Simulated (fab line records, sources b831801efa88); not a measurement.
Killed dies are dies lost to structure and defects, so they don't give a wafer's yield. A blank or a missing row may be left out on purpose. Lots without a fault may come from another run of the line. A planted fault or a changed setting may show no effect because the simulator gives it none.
fab line records | flow sky130 | part 2 of 2: steps 25 to 33 of 33
record lots=5 wafers=15 last_day=49
route steps=708 shown NWELL@65 PWDE@84 VT_ADJUST_HVTP@85 VT_ADJUST_LVTN@97
lots that met no fault: from a run of the same line without faults
start_h: hours from the record's first day to the start of the lot's first wafer shown | wait_h: hours since the lot's step before | " the same as in the row above | L1.1+2: a row that stands for several wafers | - no value, or no start given | * or withheld: withheld | < > ~ a bound
route shown NAME@n: a module of which the file shows steps, and the number in the route of the first | usual: mean/standard deviation of fault-free wafers | same: alike in all rows | chamber/n: place in a boat | sites: the reading at each site | _std_site: their standard deviation | _edge_site: outer sites' mean less inner sites' | radius_mm: how far each site lies from the wafer's centre | mask NAME#n: copy n | behind: the tool/chamber that last shaped the wafer | hold: why the lot was held/for how many hours/how that ended | device: the transistor (n, p or np) that didn't switch | end of line: the same wafers' tests at the end of the route | a step without rows: its recipe alone | killed: dies lost to structure and defects at the first sort, not the wafer's yield | map: a wafer's dies, x killed, . not, _ none there
set.NAME: the setting as run; set.NAME@STEP: as run at that earlier step | model.NAME: the simulator's own value behind a step, which no gauge read
lots at some steps of the route; a table a step, a row a wafer
services: from which hour (start_h, from the record's first day; less than 0 if before it) a tool's chamber was out of use, for how many hours, and why
## steps
# step SKY_VT_ADJUST_HVTP_PEB_05
# recipe temp_c=withheld time_s=* resist=NOVOLAK
# usual chill_plate_temp_C=*
# columns lot.wafer tool chamber start_h wait_h chill_plate_temp_C
L075.1 litho_track-04 0 - - *
L075.3 " 0 " " *
L075.4 " 0 " " *
L080.2 litho_track-02 0 - - *
L080.5 " 0 " " *
L080.6 " 0 " " *
L088.1 litho_track-02 0 - - *
L088.2 " 0 " " *
L088.5 " 0 " " *
L093.1 litho_track-04 0 - - *
L093.2 " 0 " " *
L093.4 " 0 " " *
L094.1 litho_track-04 0 - - *
L094.2 " 0 " " *
L094.5 " 0 " " *
# step SKY_VT_ADJUST_HVTP_DEVELOP_06
# recipe resist=NOVOLAK developer=TMAH develop_time_s=60 dev_temp_c=23
# usual chill_plate_temp_C=23.03/0.1
# columns lot.wafer tool chamber start_h wait_h chill_plate_temp_C
L075.1 litho_track-04 0 129.94 0.1 23.07
L075.3 " 0 " " 22.86
L075.4 " 0 " " 22.99
L080.2 litho_track-02 0 158.66 0.1 22.99
L080.5 " 0 " " 23.20
L080.6 " 0 " " 23.25
L088.1 litho_track-02 0 209.53 0.1 23.08
L088.2 " 0 " " 23.02
L088.5 " 0 " " 22.86
L093.1 litho_track-04 0 247.14 0.1 23.05
L093.2 " 0 " " 22.94
L093.4 " 0 " " 22.92
L094.1 litho_track-04 0 252.54 0.1 22.93
L094.2 " 0 " " 22.92
L094.5 " 0 " " 23.00
# step SKY_VT_ADJUST_HVTP_CD_MEAS_07
# recipe target_cd_nm=380
# usual cd_nm=379.5/2.7
# columns lot.wafer tool chamber start_h wait_h cd_nm
L075.1 cd_sem-01 - 130.09 0.1 377.2
L075.3 " - " " 376.0
L075.4 " - " " 376.6
L080.2 cd_sem-02 - 158.80 0.1 375.6
L080.5 " - " " 375.4
L080.6 " - " " 375.4
L088.1 cd_sem-02 - 209.68 0.1 380.4
L088.2 " - " " 379.9
L088.5 " - " " 377.6
L093.1 cd_sem-01 - 247.29 0.1 380.6
L093.2 " - " " 381.3
L093.4 " - " " 379.0
L094.1 cd_sem-02 - 252.69 0.1 378.4
L094.2 " - " " 378.4
L094.5 " - " " 377.9
# step SKY_VT_ADJUST_HVTP_OVL_MEAS_08
# usual VT_ADJUST_HVTP_OVL=0.0/1.2
# columns lot.wafer tool chamber start_h wait_h VT_ADJUST_HVTP_OVL[nm]
L075.1 overlay-01 - 130.21 0.1 1.2
L075.3 " - " " -0.8
L075.4 " - " " 0.3
L080.2 overlay-01 - 158.91 0.1 -0.2
L080.5 " - " " 1.0
L080.6 " - " " 0.4
L088.1 overlay-02 - 209.80 0.1 -0.1
L088.2 " - " " 0.1
L088.5 " - " " 1.6
L093.1 overlay-01 - 247.41 0.1 2.3
L093.2 " - " " 1.7
L093.4 " - " " 1.7
L094.1 overlay-01 - 252.81 0.1 -0.1
L094.2 " - " " -0.6
L094.5 " - " " 0.6
# step SKY_VT_ADJUST_HVTP_IMPLANT_09
# recipe species=As energy_kev=150 dose_cm2=4.3e+12 tilt_deg=withheld
# usual end_station_pressure_torr=5.02e-06/2.6e-07 faraday_current_uA=24.2/0.52
# columns lot.wafer tool chamber start_h wait_h end_station_pressure_torr faraday_current_uA
L075.1 implanter-02 0 130.25 0.0 4.69e-06 24.3
L075.3 " 0 " " 4.87e-06 24.3
L075.4 " 0 " " 5.03e-06 23.9
L080.2 implanter-01 0 158.96 0.0 4.71e-06 23.3
L080.5 " 0 " " 4.98e-06 24.6
L080.6 " 0 " " 4.7e-06 23.9
L088.1 implanter-02 0 209.84 0.0 4.94e-06 24.6
L088.2 " 0 " " 5.11e-06 24.4
L088.5 " 0 " " 5.11e-06 24.3
L093.1 implanter-04 0 247.45 0.0 5.09e-06 24.2
L093.2 " 0 " " 4.99e-06 23.4
L093.4 " 0 " " 4.96e-06 23.1
L094.1 implanter-04 0 252.85 0.0 4.89e-06 25.4
L094.2 " 0 " " 4.76e-06 24.4
L094.5 " 0 " " 5.19e-06 22.8
# step SKY_VT_ADJUST_HVTP_STRIP_10
# recipe chemistry=O2/N2 power_w=1400 pressure_mtorr=1500 platen_temp_c=withheld o2_flow_sccm=3000 n2_flow_sccm=300 overash_fraction=0.5
# usual drypump_motor_current_A=5.6/0.53 oes_product_au=0.715/0.0045 strip_time_to_endpoint_s=14.17/0.042
# columns lot.wafer tool chamber start_h wait_h drypump_motor_current_A oes_product_au rf_hours_counter_h strip_time_to_endpoint_s
L075.1 plasma_asher-02 1 130.40 0.1 6.1 0.708 1 14.15
L075.3 " 0 " " 5.0 0.713 - 14.15
L075.4 " 1 " " 6.1 0.717 - 14.18
L080.2 plasma_asher-01 0 159.09 0.1 6.4 0.717 47 14.18
L080.5 " 1 " " 5.7 0.717 - 14.21
L080.6 " 0 " " 6.3 0.713 - 14.22
L088.1 plasma_asher-02 1 209.99 0.1 6.1 0.717 8 14.14
L088.2 " 0 " " 5.0 0.711 8 14.16
L088.5 " 1 " " 6.1 0.716 - 14.17
L093.1 plasma_asher-04 0 247.60 0.1 5.0 0.712 44 14.18
L093.2 " 1 " " 5.2 0.713 44 14.14
L093.4 " 0 " " 5.0 0.705 - 14.11
L094.1 plasma_asher-01 1 253.00 0.1 5.6 0.720 56 14.09
L094.2 " 0 " " 6.3 0.719 56 14.12
L094.5 " 0 " " 6.3 0.710 - 14.12
# step SKY_VT_ADJUST_HVTP_TW_MEAS_11
# usual VT_ADJUST_HVTP_TW=1363/17
# columns lot.wafer tool chamber start_h wait_h VT_ADJUST_HVTP_TW
L075.1 film_metro-03 - 130.50 0.1 1336
L075.3 " - " " 1344
L075.4 " - " " 1338
L080.2 film_metro-03 - 159.20 0.1 1340
L080.5 " - " " 1348
L080.6 " - " " 1341
L088.1 film_metro-01 - 210.09 0.1 1382
L088.2 " - " " 1378
L088.5 " - " " 1378
L093.1 film_metro-03 - 247.70 0.1 1340
L093.2 " - " " 1329
L093.4 " - " " 1329
L094.1 film_metro-01 - 253.10 0.1 1372
L094.2 " - " " 1374
L094.5 " - " " 1364
# step SKY_VT_ADJUST_LVTN_DEHYDRATE_00
# recipe temp_c=200 time_s=60
# usual chill_plate_temp_C=23.01/0.094
# columns lot.wafer tool chamber start_h wait_h chill_plate_temp_C
L075.1 litho_track-01 0 139.43 8.9 23.06
L075.3 " 0 " " 23.01
L075.4 " 0 " " 23.11
L080.2 litho_track-01 0 168.51 9.3 22.97
L080.5 " 0 " " 22.90
L080.6 " 0 " " 22.94
L088.1 litho_track-02 0 219.98 9.9 22.93
L088.2 " 0 " " 23.10
L088.5 " 0 " " 23.18
L093.1 litho_track-01 0 259.23 11.5 22.98
L093.2 " 0 " " 22.92
L093.4 " 0 " " 22.93
L094.1 litho_track-02 0 263.98 10.9 23.11
L094.2 " 0 " " 23.12
L094.5 " 0 " " 23.03
# step SKY_VT_ADJUST_LVTN_HMDS_01
# recipe prime_time_s=60 prime_temp_c=120
# usual chill_plate_temp_C=22.99/0.11
# columns lot.wafer tool chamber start_h wait_h chill_plate_temp_C
L075.1 litho_track-01 0 139.58 0.1 23.01
L075.3 " 0 " " 22.99
L075.4 " 0 " " 23.00
L080.2 litho_track-01 0 168.66 0.1 23.11
L080.5 " 0 " " 23.15
L080.6 " 0 " " 23.19
L088.1 litho_track-02 0 220.13 0.1 23.22
L088.2 " 0 " " 22.90
L088.5 " 0 " " 23.15
L093.1 litho_track-01 0 259.38 0.1 23.10
L093.2 " 0 " " 23.03
L093.4 " 0 " " 22.96
L094.1 litho_track-02 0 264.13 0.1 23.08
L094.2 " 0 " " 22.91
L094.5 " 0 " " 22.84
## services
# columns tool chamber start_h hours kind
iline_stepper-02 - 71.41 19.9 repair
plasma_asher-04 - 74.31 2.0 repair
plasma_asher-01 - 80.04 0.5 repair
implanter-03 - 81.72 4.4 repair
implanter-04 - 87.20 2.5 repair
plasma_asher-02 - 106.94 0.5 repair
plasma_asher-02 - 108.75 9.0 pm
iline_stepper-02 - 116.76 - calibration
implanter-02 - 158.29 1.1 repair
iline_stepper-02 0 158.74 - calibration
implanter-04 - 166.37 2.8 pm
implanter-01 - 167.13 2.2 repair
plasma_asher-03 - 174.20 0.9 repair
implanter-01 - 180.43 4.9 pm
iline_stepper-02 - 186.10 2.1 pm
iline_stepper-01 - 200.28 1.7 pm
implanter-04 - 215.44 7.0 repair
wet_bench-03 - 215.73 4.1 repair
iline_stepper-02 - 215.89 1.7 pm
implanter-03 - 220.57 2.6 repair
implanter-03 - 221.53 3.0 repair
implanter-02 - 233.94 150.4 pm
plasma_asher-03 - 237.18 1.0 repair
litho_track-02 - 251.04 - consumable_replace:filter
